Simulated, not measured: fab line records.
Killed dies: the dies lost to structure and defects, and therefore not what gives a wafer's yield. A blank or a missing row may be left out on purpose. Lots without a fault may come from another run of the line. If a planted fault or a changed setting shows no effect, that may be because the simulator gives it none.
2 desks looking at one fault -- flow sky130 -- every desk sees just its own numbers, and what lay behind them comes last

== AT THE METROLOGY DESK ==
Means of the sampled wafers that have a number, per lot and without regard to the tool the lot ran on: this is what the gauges read. If a lot's mean is further than 4 standard deviations from the usual mean, the lot is out of limits and carries the mark OUT (the distance appears in the brackets).
Columns: A = LI_CONTACT_BOW at SKY_LI_CONTACT_BOW_MEAS_03, usual 55 um; B = cdNm at SKY_LI_CONTACT_CD_MEAS_12, usual 170.0 nm; C = LI_CONTACT_OVL at SKY_LI_CONTACT_OVL_MEAS_13, usual 2 nm
lot,first seen here,A,B,C
L510,day 29 03:39,55,168.8,2
L511,day 29 06:28,51,167.4,2
L512,day 29 10:16,58,170.8,10
L515,day 30 08:41,45,171.4,0
L523,day 33 06:28,58,170.7,6
L530,day 35 03:53,52,172.2,1
This desk's finding: nothing out of limits on any of the 6 lots.

== AT THE TOOL OWNER'S DESK: rieDiel-02 ==
The tool's own readings at SKY_LI_CONTACT_ETCH_14 (etches BARC in N2/H2, stops on SiO2, time 45.9 s, target depth 60 nm): means of the sampled wafers that have a number, for each lot that ran on this tool. If a lot's mean is further than 4 standard deviations from the usual mean, the lot is out of limits and carries the mark OUT (the distance appears in the brackets).
Columns: A = biasW at SKY_LI_CONTACT_ETCH_14, usual 99.97 W; B = drypumpMotorCurrentA at SKY_LI_CONTACT_ETCH_14, usual 5.6 A; C = oesProductAu at SKY_LI_CONTACT_ETCH_14, usual 0.856 a.u.; D = runLengthS at SKY_LI_CONTACT_ETCH_14, usual 74.1 s; E = throttleValvePct at SKY_LI_CONTACT_ETCH_14, usual 13.224 %
lot,first seen here,A,B,C,D,E
L510,day 30 07:41,100.09,5.9,0.856,74.3,13.234
L512,day 30 14:33,100.05,5.9,0.818 (-7.8) OUT,78.2 (+8.1) OUT,13.229
L515,day 31 12:17,99.97,5.8,0.836 (-4.1) OUT,76.5 (+4.6) OUT,13.230
L523,day 34 09:34,99.78,5.9,0.853,74.4,13.217
This desk's finding: out of limits on L512, L515; first on L512, day 30 14:33 (oesProductAu at SKY_LI_CONTACT_ETCH_14). L510, L523: within limits.

== PUT TOGETHER ==
The tool owner's desk could have raised an alarm at day 30 14:33, on L512, L515.
From the metrology desk's view, nothing was out of limits.
The metrology desk has L512, L515 on record, within its limits.
On rieDiel-02, each named lot ran SKY_LI_CONTACT_ETCH_14.

== WHAT THE SIMULATOR HAD PUT IN ==
rieDiel-02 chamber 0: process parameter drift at SKY_LI_CONTACT_ETCH_14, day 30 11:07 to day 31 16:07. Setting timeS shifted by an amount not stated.
Shown lots that were struck: L512, L515.
Time in hours from fault onset to the first out-of-limits reading at each desk: the tool owner's desk, 3.
